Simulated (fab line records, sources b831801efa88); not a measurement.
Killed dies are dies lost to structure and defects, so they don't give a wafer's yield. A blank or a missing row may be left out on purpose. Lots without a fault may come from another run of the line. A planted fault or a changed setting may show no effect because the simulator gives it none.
One fault seen from 2 desks | flow sky130 | each desk has only its own numbers; what lay behind them comes last

THE TOOL OWNER'S DESK: lpcvd-02
The tool's own readings at SKY_SONOS_ONO_CVD_02 (deposits Si3N4 from DCS/NH3, target thk 10.5 nm, time 180 s): means of the sampled wafers that have a number, for each lot that ran on this tool. A lot is out of limits, marked OUT, if its mean lies more than 4 standard deviations from the usual mean; the brackets give that distance.
Columns: A = spike_tc_upper_C at SKY_SONOS_ONO_CVD_02, usual 769.6 C; B = susceptor_temp_C at SKY_SONOS_ONO_CVD_02, usual 770.1 C
lot  | first seen here | A     | B
L715 | day 11 16:56    | 770.1 | 769.8
L717 | day 13 07:47    | 769.9 | 769.3
L720 | day 13 21:25    | 770.5 | 770.0
L721 | day 14 01:18    | 769.2 | 770.0
L722 | day 14 06:56    | 769.7 | 770.2
L724 | day 15 06:46    | 769.4 | 770.5
L725 | day 15 06:46    | 769.4 | 770.1
L726 | day 15 15:20    | 770.6 | 769.8
L729 | day 16 08:29    | 769.6 | 770.3
L731 | day 17 03:09    | 769.7 | 770.8
L733 | day 17 16:49    | 769.4 | 770.5
L734 | day 18 02:23    | 768.1 | 770.0
L735 | day 18 07:17    | 768.0 | 770.0
This desk's finding: nothing out of limits on any of the 13 lots.

THE METROLOGY DESK
What the gauges read, lot by lot, whatever tool the lot ran on: means of the sampled wafers that have a number. A lot is out of limits, marked OUT, if its mean lies more than 4 standard deviations from the usual mean; the brackets give that distance.
Columns: A = VT_ADJUST_LVTN_OVL at SKY_VT_ADJUST_LVTN_OVL_MEAS_07, usual 0.2 nm; B = cd_nm at SKY_VT_ADJUST_HVTR_CD_MEAS_07, usual 380.0 nm; C = SONOS_ONO_CVD_02_THK at SKY_SONOS_ONO_THK_MEAS_03, usual 10.42 nm; D = cd_nm at SKY_SONOS_ONO_CD_MEAS_13, usual 410.1 nm
lot  | first seen here | A    | B     | C                | D
L715 | day 7 00:52     | -1.1 | 376.7 | 10.38            | 410.3
L717 | day 8 09:54     | -0.6 | 380.9 | 10.62            | 408.6
L720 | day 8 19:28     | -1.1 | 379.6 | 10.33            | 410.7
L721 | day 8 20:41     | -0.2 | 383.9 | 10.50            | 410.6
L722 | day 9 01:55     | -2.3 | 378.5 | 10.46            | 409.4
L724 | day 9 18:10     | -0.7 | 382.0 | 10.43            | 410.9
L725 | day 9 19:48     | -0.9 | 379.0 | 10.38            | 411.7
L726 | day 10 08:10    | 3.4  | 375.7 | 10.49            | 411.9
L729 | day 10 22:27    | -0.0 | 378.7 | 10.57            | 411.3
L731 | day 11 09:14    | 0.1  | 381.8 | 10.31            | 412.4
L733 | day 12 02:17    | -0.0 | 379.3 | 11.44 (+7.9) OUT | 413.6
L734 | day 12 08:19    | -0.4 | 379.9 | 11.45 (+7.9) OUT | 409.5
L735 | day 12 14:52    | 1.8  | 377.6 | 11.25 (+6.4) OUT | 408.5
This desk's finding: out of limits on L733, L734, L735; first on L733, day 17 17:53 (SONOS_ONO_CVD_02_THK at SKY_SONOS_ONO_THK_MEAS_03). In limits: L715, L717, L720, L721, L722, L724, L725, L726, L729, L731.

PUT TOGETHER
The metrology desk could have raised an alarm at day 17 17:53, on L733, L734, L735.
The tool owner's desk saw nothing out of limits.
The tool owner's desk has L733, L734, L735 on record, within its limits.
Of the lots named, all ran SKY_SONOS_ONO_CVD_02 on lpcvd-02.

WHAT THE SIMULATOR HAD PUT IN
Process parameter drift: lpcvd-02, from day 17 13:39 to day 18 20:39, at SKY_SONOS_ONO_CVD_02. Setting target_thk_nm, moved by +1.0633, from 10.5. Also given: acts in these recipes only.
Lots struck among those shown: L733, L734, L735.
Hours from the fault's start to each desk's first reading out of limits: the metrology desk, 4.
